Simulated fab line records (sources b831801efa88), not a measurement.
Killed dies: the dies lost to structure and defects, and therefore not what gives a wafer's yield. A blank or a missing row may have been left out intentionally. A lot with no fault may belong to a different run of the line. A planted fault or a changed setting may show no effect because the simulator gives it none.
8D (eight disciplines) problem report, filled in by code / flow gf180mcu / the parts of the form that need people (team, actions taken, sign-off) are left out

## 1. THE PROBLEM
beam energy keV at GF_NWELL_IMPLANT_09 reads a mean of 143.66 on 6 wafers of 2 lots; wafers without a fault read 160.00 with a standard deviation of 0.053. So: -99 or more standard deviations from the usual mean.
The first sign was on wafer L718.2 at day 7 04:20, on implanter-03. The record holds 42 wafers of 14 lots with a number at this step. The rule behind "out" and "out of limits": a value lying over 4 standard deviations away from the usual mean. The other wafers with a number count as sound.

## 2. WHAT THIS IS AND IS NOT
question=which readings at this step | is=beam energy keV | is not=-
question=which lots | is=L718, L721 | is not=L701, L702, L707, L708, L710, L711, L712, L714, L715, L717, L723, L724
question=which wafers of those lots | is=all that have a number | is not=-
question=read on which tools | is=implanter-03 | is not=implanter-01, implanter-04
question=when | is=from day 7 04:20 | is not=up to then (30 sound wafers); but 6 sound wafers of L723, L724 came after

## 3. WHAT RULES OUT EACH SUSPECT
Counting: a tool at any process step up to the reading remains a suspect when it ran all the lots that are out and ran no sound lot after the first of those.
- implanter-03 at GF_NWELL_IMPLANT_09: kept. It ran every lot that is out, first L718 (day 7 04:20), and no sound lot after that; its last sound lot up to then is L712 (day 5 22:31). Its own beam energy keV readings are out on those wafers.
Remaining after the count: implanter-03 at GF_NWELL_IMPLANT_09.

## 4. THE CAUSE (what the simulator had put in)
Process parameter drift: implanter-03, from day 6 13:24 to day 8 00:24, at GF_NWELL_IMPLANT_09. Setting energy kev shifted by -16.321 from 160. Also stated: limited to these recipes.
Only this tool survived the counting.

## 5. SEQUENCE OF EFFECTS, ordered by route
Each row: a reading whose mean over the struck wafers that have a number lies more than 3 standard deviations from the usual. Only readings whose record carries a usual standard deviation are examined. hours: median over the lots of the time between each lot's start at the first step of this table that gives one and its start at this step. sigmas: the change, counted in usual standard deviations.
hours=0; step=GF_NWELL_IMPLANT_09; reading=beam energy keV; usual=160.00; on struck wafers=143.66; change=-16.34; sigmas=-99 or more
Here are the process steps it includes:
- GF_NWELL_IMPLANT_09
Later measuring or inspecting steps at which every struck wafer that the step has a row for has a number for every such reading, and none has moved that far: GF_V1_BOW_MEAS_05, GF_V2_THK_MEAS_03, GF_V2_OVL_MEAS_15.

## 6. HOW IT WOULD HAVE BEEN CAUGHT EARLIER
First out-of-limits reading in this record: day 7 04:20, which is 15 hours after fault onset at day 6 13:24.
